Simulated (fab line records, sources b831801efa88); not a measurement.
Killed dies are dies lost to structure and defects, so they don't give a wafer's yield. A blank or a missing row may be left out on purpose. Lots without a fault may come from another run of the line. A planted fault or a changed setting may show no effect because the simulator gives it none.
fab line records | flow sky130
record lots=11 wafers=33 last_day=50
route steps=708 shown METAL3@569 VIA3@585 CAP2M@603 PAD_OPEN@708
lots that met no fault: from a run of the same line without faults
start_h: hours from the record's first day to the start of the lot's first wafer shown | wait_h: hours since the lot's step before | " the same as in the row above | L1.1+2: a row that stands for several wafers | - no value, or no start given | * or withheld: withheld | < > ~ a bound
route shown NAME@n: a module of which the file shows steps, and the number in the route of the first | usual: mean/standard deviation of fault-free wafers | same: alike in all rows | chamber/n: place in a boat | sites: the reading at each site | _std_site: their standard deviation | _edge_site: outer sites' mean less inner sites' | radius_mm: how far each site lies from the wafer's centre | mask NAME#n: copy n | behind: the tool/chamber that last shaped the wafer | hold: why the lot was held/for how many hours/how that ended | device: the transistor (n, p or np) that didn't switch | end of line: the same wafers' tests at the end of the route | a step without rows: its recipe alone | killed: dies lost to structure and defects at the first sort, not the wafer's yield | map: a wafer's dies, x killed, . not, _ none there
set.NAME: the setting as run; set.NAME@STEP: as run at that earlier step | model.NAME: the simulator's own value behind a step, which no gauge read
steps of the route over a sample of lots; a table a step, a row a wafer
services: from which hour (start_h, from the record's first day; less than 0 if before it) a tool's chamber was out of use, for how many hours, and why
## steps
# step SKY_METAL3_STRIP_19
# recipe chemistry=O2/N2 power_w=1400 pressure_mtorr=1500 platen_temp_c=withheld o2_flow_sccm=3000 n2_flow_sccm=300 overash_fraction=0.5
# usual drypump_motor_current_A=5.7/0.41 oes_product_au=0.505/0.0069 strip_time_to_endpoint_s=6.61/0.12
# columns lot.wafer tool chamber start_h wait_h drypump_motor_current_A oes_product_au rf_hours_counter_h strip_time_to_endpoint_s
L908.2 plasma_asher-03 1 915.15 0.1 5.9 0.505 107 6.75
L908.5 " 1 " " 5.9 0.516 - 6.80
L908.6 " 0 " " 5.6 0.517 - 6.92
L910.3 plasma_asher-02 0 929.73 0.1 5.8 0.505 - 6.74
L910.5 " 1 " " 4.9 0.513 - 6.83
L910.6 " 0 " " 5.8 0.518 - 6.71
L913.3 plasma_asher-02 1 962.63 0.1 4.9 0.500 - 6.52
L913.4 " 0 " " 5.8 0.503 - 6.56
L913.5 " 1 " " 4.9 0.504 - 6.57
L914.2 plasma_asher-03 0 966.35 0.1 5.6 0.499 112 6.38
L914.4 " 0 " " 5.6 0.502 - 6.50
L914.5 " 1 " " 6.0 0.496 - 6.56
L921.1 plasma_asher-03 1 1009.90 0.1 5.9 0.493 117 6.37
L921.2 " 0 " " 5.6 0.507 117 6.62
L921.6 " 1 " " 5.9 0.509 - 6.59
L925.1 plasma_asher-02 1 1040.75 0.1 4.9 0.506 63 6.64
L925.3 " 1 " " 4.9 0.510 - 6.70
L925.5 " 1 " " 4.9 0.517 - 6.76
L926.3 plasma_asher-02 1 1042.63 0.1 4.9 0.501 - 6.44
L926.4 " 0 " " 5.9 0.508 - 6.61
L926.6 " 0 " " 5.9 0.499 - 6.41
L927.1 plasma_asher-02 0 1047.20 0.1 5.8 0.503 64 6.48
L927.2 " 1 " " 4.9 0.507 64 6.57
L927.6 " 0 " " 5.8 0.503 - 6.50
L928.2 plasma_asher-03 1 1054.65 0.1 6.0 0.500 121 6.47
L928.4 " 0 " " 5.6 0.495 - 6.44
L928.6 " 0 " " 5.6 0.502 - 6.68
L929.1 plasma_asher-04 1 1065.62 0.1 6.0 0.512 30 6.65
L929.4 " 1 " " 6.0 0.503 - 6.58
L929.6 " 0 " " 6.1 0.505 - 6.61
L930.1 plasma_asher-03 0 1066.32 0.1 5.6 0.504 0 6.64
L930.2 " 1 " " 6.0 0.505 0 6.59
L930.6 " 1 " " 5.9 0.504 - 6.64
# step SKY_VIA3_CD_MEAS_12
# recipe target_cd_nm=200
# usual cd_nm=199.9/1.6
# columns lot.wafer tool chamber start_h wait_h cd_nm
L908.2 cd_sem-01 - 941.37 - 200.5
L908.5 " - " " 200.9
L908.6 " - " " 200.3
L910.3 cd_sem-02 - 956.79 - 200.3
L910.5 " - " " 200.8
L910.6 " - " " 200.9
L913.3 cd_sem-02 - 988.16 - 201.5
L913.4 " - " " 201.0
L913.5 " - " " 202.2
L914.2 cd_sem-01 - 992.22 - 198.8
L914.4 " - " " 198.3
L914.5 " - " " 198.3
L921.1 cd_sem-02 - 1037.90 - 198.8
L921.2 " - " " 198.6
L921.6 " - " " 199.7
L925.1 cd_sem-01 - 1064.45 - 198.9
L925.3 " - " " 200.4
L925.5 " - " " 199.3
L926.3 cd_sem-01 - 1065.52 - 199.0
L926.4 " - " " 198.8
L926.6 " - " " 200.9
L927.1 cd_sem-02 - 1070.12 - 201.2
L927.2 " - " " 200.4
L927.6 " - " " 200.3
L928.2 cd_sem-01 - 1076.02 - 201.1
L928.4 " - " " 200.5
L928.6 " - " " 201.1
L929.1 cd_sem-01 - 1088.07 - 201.8
L929.4 " - " " 202.0
L929.6 " - " " 201.8
L930.1 cd_sem-01 - 1090.35 - 197.5
L930.2 " - " " 198.3
L930.6 " - " " 196.4
# step SKY_CAP2M_CVD_00
# recipe material=SiO2 target_thk_nm=15.5 temp_c=400 time_s=withheld rf_w=450
# usual heater_power_outer_w=418/52 heater_power_w=698/78
# columns lot.wafer tool chamber start_h wait_h heater_power_outer_w heater_power_w
L908.2 pecvd-04 1 943.15 0.0 486 799
L908.5 " 0 " " 367 681
L908.6 " 2 " " 360 620
L910.3 pecvd-02 1 958.51 0.0 388 723
L910.5 " 2 " " 442 684
L910.6 " 1 " " 381 700
L913.3 pecvd-02 2 989.81 0.0 467 744
L913.4 " 0 " " 402 641
L913.5 " 2 " " 480 757
L914.2 pecvd-02 2 993.94 0.0 463 724
L914.4 " 1 " " 454 783
L914.5 " 0 " " 398 602
L921.1 pecvd-04 2 1039.79 0.0 444 734
L921.2 " 0 " " 302 566
L921.6 " 2 " " 428 748
L925.1 pecvd-04 0 1066.31 0.0 353 667
L925.3 " 1 " " 497 839
L925.5 " 0 " " 354 659
L926.3 pecvd-02 0 1069.08 0.0 387 602
L926.4 " 2 " " 481 757
L926.6 " 2 " " 489 739
L927.1 pecvd-04 2 1072.55 0.0 464 787
L927.2 " 1 " " 434 730
L927.6 " 1 " " 420 727
L928.2 pecvd-02 2 1077.68 0.0 415 656
L928.4 " 0 " " 376 582
L928.6 " 0 " " 370 587
L929.1 pecvd-04 0 1090.04 0.0 357 674
L929.4 " 2 " " 450 759
L929.6 " 0 " " 361 656
L930.1 pecvd-02 0 1092.22 0.0 407 616
L930.2 " 2 " " 428 691
L930.6 " 0 " " 404 621
# step SKY_CAP2M_THK_MEAS_01
# recipe reads=SiO2_of_CAP2M_CVD_00
# usual CAP2M_CVD_00_THK=15.49/0.25
# columns lot.wafer tool chamber start_h wait_h CAP2M_CVD_00_THK[nm]
L908.2 film_metro-01 - 943.18 - 15.27
L908.5 " - " " 15.74
L908.6 " - " " 15.37
L910.3 film_metro-02 - 958.55 - 15.26
L910.5 " - " " 15.46
L910.6 " - " " 15.49
L913.3 film_metro-01 - 989.85 - 15.36
L913.4 " - " " 15.55
L913.5 " - " " 15.34
L914.2 film_metro-02 - 993.97 - 15.35
L914.4 " - " " 14.58
L914.5 " - " " 15.73
L921.1 film_metro-01 - 1039.81 - 15.19
L921.2 " - " " 15.70
L921.6 " - " " 15.56
L925.1 film_metro-02 - 1066.34 - 15.46
L925.3 " - " " 15.83
L925.5 " - " " 16.01
L926.3 film_metro-04 - 1069.12 - 15.84
L926.4 " - " " 15.59
L926.6 " - " " 15.55
L927.1 film_metro-01 - 1072.57 - 15.26
L927.2 " - " " 15.63
L927.6 " - " " 15.89
L928.2 film_metro-04 - 1077.72 - 15.20
L928.4 " - " " 15.51
L928.6 " - " " 15.47
L929.1 film_metro-04 - 1090.07 - 15.41
L929.4 " - " " 15.58
L929.6 " - " " 15.72
L930.1 film_metro-01 - 1092.25 - 15.17
L930.2 " - " " 15.15
L930.6 " - " " 15.55
# step SKY_CAP2M_SPUTTER_02
# recipe material=TiN target_thk_nm=200 temp_c=300 power_w=6500 time_s=166.7 chamber_pressure_pa=0.4
# usual throttle_valve_pct=30.1/0.98
# columns lot.wafer tool chamber start_h wait_h throttle_valve_pct
L908.2 pvd_sputter-02 - 943.23 0.0 29.9
L908.5 " - " " 31.4
L908.6 " - " " 29.6
L910.3 pvd_sputter-04 - 958.59 0.0 30.1
L910.5 " - " " 29.9
L910.6 " - " " 30.5
L913.3 pvd_sputter-04 - 989.89 0.0 29.3
L913.4 " - " " 29.2
L913.5 " - " " 30.4
L914.2 pvd_sputter-04 - 994.02 0.0 30.3
L914.4 " - " " 29.2
L914.5 " - " " 29.3
L921.1 pvd_sputter-04 - 1039.87 0.1 29.8
L921.2 " - " " 30.4
L921.6 " - " " 31.9
L925.1 pvd_sputter-04 - 1066.40 0.1 29.8
L925.3 " - " " 29.3
L925.5 " - " " 29.4
L926.3 pvd_sputter-04 - 1069.16 0.0 29.2
L926.4 " - " " 30.1
L926.6 " - " " 29.3
L927.1 pvd_sputter-02 - 1072.63 0.1 29.8
L927.2 " - " " 31.3
L927.6 " - " " 29.7
L928.2 pvd_sputter-02 - 1077.77 0.0 31.3
L928.4 " - " " 29.3
L928.6 " - " " 30.0
L929.1 pvd_sputter-02 - 1090.13 0.1 29.7
L929.4 " - " " 28.9
L929.6 " - " " 29.6
L930.1 pvd_sputter-01 - 1092.31 0.1 29.3
L930.2 " - " " 27.9
L930.6 " - " " 31.4
# step SKY_PAD_OPEN_PROBE_99
# usual defect_limited_yield=82.6/1.9 killed_at_M0_to_M3=43/5.9 killed_at_M4_up=2.9/1.5 killed_at_contacts=24/5 killed_at_front_end=15/4.8 killed_at_other=0.2/0.5 killed_dies=86/9.3 killed_open=47/7.1 killed_short=38/6.3 sort_bin_3_pad_short=0.8/0.42 sort_bin_5_function=10.2/1.4 sort_bin_6_memory=6.4/1.1 sort_n_pass=406/9.3 sort_yield_pct=82.6/1.9
# same gross_dies=492 killed_at_back_side=0 sort_bin_4_leakage[%]=0 sort_bin_8_speed[%]=0
# columns lot.wafer tool chamber start_h wait_h defect_limited_yield[%] killed_at_M0_to_M3 killed_at_M4_up killed_at_contacts killed_at_front_end killed_at_other killed_dies killed_open killed_short sort_bin_3_pad_short[%] sort_bin_5_function[%] sort_bin_6_memory[%] sort_n_pass sort_yield_pct[%]
L913.3 prober-01 - 1128.75 0.2 80.7 51 0 25 19 0 95 42 53 0.4 11.8 7.1 397 80.7
L913.4 prober-01 - 1128.80 0.2 80.7 44 4 33 14 0 95 51 44 0.8 10.8 7.7 397 80.7
L913.5 prober-01 - 1128.85 0.2 80.9 54 3 26 11 0 94 56 38 0.4 11.4 7.3 398 80.9
L914.2 prober-02 - 1131.78 0.1 82.3 43 4 21 18 1 87 46 41 0.6 11.0 6.1 405 82.3
L914.4 prober-02 - 1131.88 0.2 85.4 37 3 14 18 0 72 36 36 0.2 8.3 6.1 420 85.4
L914.5 prober-02 - 1131.93 0.2 81.9 40 4 33 12 0 89 45 44 1.2 9.3 7.5 403 81.9
L921.1 prober-01 - 1165.55 0.1 81.7 46 2 25 15 2 90 48 42 0.6 10.8 6.9 402 81.7
L921.2 prober-01 - 1165.60 0.1 79.5 46 1 35 19 0 101 63 38 1.0 12.2 7.3 391 79.5
L921.6 prober-01 - 1165.80 0.2 81.1 52 1 24 16 0 93 60 33 0.4 10.6 7.9 399 81.1
L925.1 prober-02 - 1188.99 0.1 87.0 27 3 26 6 2 64 40 24 1.2 7.3 4.5 428 87.0
L925.3 prober-02 - 1189.09 0.2 85.4 35 3 23 11 0 72 41 31 0.4 8.3 5.9 420 85.4
L925.5 prober-02 - 1189.19 0.2 79.5 36 5 35 25 0 101 47 54 1.2 11.6 7.7 391 79.5
L928.2 prober-01 - 1197.51 0.1 84.1 42 1 18 17 0 78 46 32 0.4 10.0 5.5 414 84.1
L928.4 prober-01 - 1197.61 0.2 85.8 39 3 12 16 0 70 37 33 1.0 8.3 4.9 422 85.8
L928.6 prober-01 - 1197.71 0.2 82.3 46 5 23 13 0 87 40 47 1.2 9.6 6.9 405 82.3
L930.1 prober-01 - 1209.08 0.1 81.9 50 5 21 13 0 89 51 38 0.4 10.4 7.3 403 81.9
L930.2 prober-01 - 1209.13 0.1 81.3 41 5 30 16 0 92 58 34 0.6 11.4 6.7 400 81.3
L930.6 prober-01 - 1209.33 0.2 83.5 43 4 23 10 1 81 41 40 1.6 7.1 7.7 411 83.5
# killed by level:class
L913.3 VIA1:geometric_particle:open=14 VIA1:geometric_particle:short=11 METAL1:geometric_particle:short=9 LI_CONTACT:geometric_particle:open=7 CONTACT:geometric_particle:open=7 METAL2:geometric_particle:short=6 SPACER:geometric_particle:short=5 LOCAL_INTERCONNECT:geometric_particle:short=5
L913.4 LI_CONTACT:geometric_particle:open=12 CONTACT:geometric_particle:open=12 VIA1:geometric_particle:open=11 METAL1:geometric_particle:short=11 VIA1:geometric_particle:short=6 VIA3:geometric_particle:open=6 POLY_GATE:geometric_particle:short=5 LOCAL_INTERCONNECT:geometric_particle:short=4
L913.5 VIA1:geometric_particle:open=18 LI_CONTACT:geometric_particle:open=9 CONTACT:geometric_particle:open=9 METAL1:geometric_particle:short=7 VIA1:geometric_particle:short=7 VIA2:geometric_particle:open=6 FIELD_ISO:geometric_particle:open=5 METAL3:geometric_particle:short=5
L914.2 VIA1:geometric_particle:open=10 METAL2:geometric_particle:short=9 LI_CONTACT:geometric_particle:open=7 VIA3:geometric_particle:open=7 FIELD_ISO:geometric_particle:open=6 CONTACT:geometric_particle:open=6 POLY_GATE:geometric_particle:open=5 LOCAL_INTERCONNECT:geometric_particle:short=5
L914.4 VIA1:geometric_particle:short=7 FIELD_ISO:geometric_particle:open=6 VIA2:geometric_particle:open=6 CONTACT:geometric_particle:open=5 METAL1:geometric_particle:short=5 VIA1:geometric_particle:open=5 METAL2:geometric_particle:short=4 SPACER:geometric_particle:short=3
L914.5 LI_CONTACT:geometric_particle:open=10 LOCAL_INTERCONNECT:geometric_particle:short=10 CONTACT:geometric_particle:open=10 METAL1:geometric_particle:short=9 VIA1:geometric_particle:open=9 METAL2:geometric_particle:short=7 FIELD_ISO:geometric_particle:short=5 VIA2:geometric_particle:short=4
L921.1 CONTACT:geometric_particle:open=11 VIA3:geometric_particle:open=8 VIA1:geometric_particle:open=7 VIA1:geometric_particle:short=7 FIELD_ISO:geometric_particle:open=5 LI_CONTACT:geometric_particle:open=5 LOCAL_INTERCONNECT:geometric_particle:short=5 VIA2:geometric_particle:open=5
L921.2 CONTACT:geometric_particle:open=16 LI_CONTACT:geometric_particle:open=9 VIA2:geometric_particle:open=9 VIA1:geometric_particle:open=8 FIELD_ISO:geometric_particle:open=6 CONTACT:geometric_particle:short=6 VIA3:geometric_particle:open=6 POLY_GATE:geometric_particle:short=5
L921.6 VIA1:geometric_particle:open=14 METAL2:geometric_particle:short=10 CONTACT:geometric_particle:open=10 LI_CONTACT:geometric_particle:open=9 VIA3:geometric_particle:open=9 VIA2:geometric_particle:open=5 SPACER:geometric_particle:open=4 SPACER:geometric_particle:short=3
L925.1 CONTACT:geometric_particle:open=12 LI_CONTACT:geometric_particle:open=10 VIA1:geometric_particle:open=5 VIA2:geometric_particle:open=5 METAL1:geometric_particle:short=3 VIA1:geometric_particle:short=3 METAL2:geometric_particle:short=3 VIA2:geometric_particle:short=3
L925.3 VIA1:geometric_particle:open=9 LI_CONTACT:geometric_particle:open=9 METAL2:geometric_particle:short=6 VIA3:geometric_particle:open=6 CONTACT:geometric_particle:open=5 CONTACT:geometric_particle:short=5 FIELD_ISO:geometric_particle:open=4 VIA1:geometric_particle:short=4
L925.5 LI_CONTACT:geometric_particle:open=14 LOCAL_INTERCONNECT:geometric_particle:short=10 POLY_GATE:geometric_particle:short=5 POLY_GATE:geometric_particle:open=5 SPACER:geometric_particle:open=5 VIA1:geometric_particle:short=5 CONTACT:geometric_particle:open=5 METAL1:geometric_particle:short=5
L928.2 VIA2:geometric_particle:open=9 LI_CONTACT:geometric_particle:open=7 VIA1:geometric_particle:open=6 POLY_GATE:geometric_particle:open=6 CONTACT:geometric_particle:open=6 METAL2:geometric_particle:short=6 VIA3:geometric_particle:open=5 FIELD_ISO:geometric_particle:short=4
L928.4 VIA2:geometric_particle:open=6 FIELD_ISO:geometric_particle:open=5 POLY_GATE:geometric_particle:short=5 VIA3:geometric_particle:short=5 CONTACT:geometric_particle:open=5 METAL2:geometric_particle:short=5 LI_CONTACT:geometric_particle:open=4 VIA1:geometric_particle:open=4
L928.6 VIA1:geometric_particle:open=8 METAL2:geometric_particle:short=7 CONTACT:geometric_particle:short=6 METAL1:geometric_particle:short=6 VIA2:geometric_particle:open=6 FIELD_ISO:geometric_particle:open=5 CONTACT:geometric_particle:open=5 METAL2:geometric_particle:open=4
L930.1 VIA1:geometric_particle:open=16 VIA2:geometric_particle:open=11 METAL2:geometric_particle:short=7 LI_CONTACT:geometric_particle:open=6 CONTACT:geometric_particle:open=6 METAL1:geometric_particle:short=5 VIA3:geometric_particle:short=4 FIELD_ISO:geometric_particle:short=3
L930.2 CONTACT:geometric_particle:open=12 VIA1:geometric_particle:open=11 LI_CONTACT:geometric_particle:open=9 VIA2:geometric_particle:open=8 FIELD_ISO:geometric_particle:short=5 METAL1:geometric_particle:short=5 CONTACT:geometric_particle:short=5 VIA3:geometric_particle:open=5
L930.6 VIA1:geometric_particle:open=9 LI_CONTACT:geometric_particle:open=7 VIA1:geometric_particle:short=5 VIA3:geometric_particle:open=5 VIA3:geometric_particle:short=5 POLY_GATE:geometric_particle:short=4 CONTACT:geometric_particle:short=4 LOCAL_INTERCONNECT:geometric_particle:short=4
## services
# columns tool chamber start_h hours kind
pecvd-02 2 897.82 5.5 scheduled_down
pvd_sputter-02 - 900.91 10.6 repair
pecvd-02 - 907.11 5.5 pm
pecvd-04 - 907.96 1.6 repair
plasma_asher-02 - 930.86 1.9 repair
pecvd-02 1 939.22 5.5 scheduled_down
pecvd-02 - 946.56 2.7 repair
pvd_sputter-04 0 971.97 - consumable_replace:kit
pvd_sputter-04 0 971.97 18.0 scheduled_down
pvd_sputter-04 0 971.97 18.0 vent_cycle
plasma_asher-04 - 973.40 1.5 repair
pecvd-02 1 985.55 4.6 repair
pvd_sputter-01 - 998.05 2.1 repair
plasma_asher-02 - 1010.94 2.8 repair
pecvd-02 1 1030.40 80.1 repair
pecvd-02 2 1033.75 2.1 scheduled_down
plasma_asher-02 - 1036.81 2.8 pm
pecvd-04 2 1044.48 12.0 repair
pvd_sputter-04 - 1053.87 1.9 repair
plasma_asher-03 - 1055.25 9.0 pm
pvd_sputter-01 - 1065.34 5.4 repair
pecvd-02 - 1071.12 0.7 repair
pecvd-04 1 1080.61 5.4 repair
plasma_asher-04 - 1092.26 2.3 repair
## key
first_sign step=SKY_CAP2M_THK_MEAS_01 reading=CAP2M_CVD_00_THK direction=down sigmas=3.6 usual=15.49 struck=14.58
effect none on later readings
met_at SKY_CAP2M_CVD_00
struck_lots L914
struck_wafers L914.4
not_acting_at SKY_METAL3_STRIP_19,SKY_VIA3_CD_MEAS_12,SKY_CAP2M_SPUTTER_02
onset_between 958.51 993.94
fault kind=process_parameter_drift tool=pecvd-02 chamber=1 onset_h=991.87 steps=SKY_CAP2M_CVD_00 channel=target_thk_nm offset=-1.1184 shape=step end_h=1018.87 acts_in=these_recipes_only stated=15.5
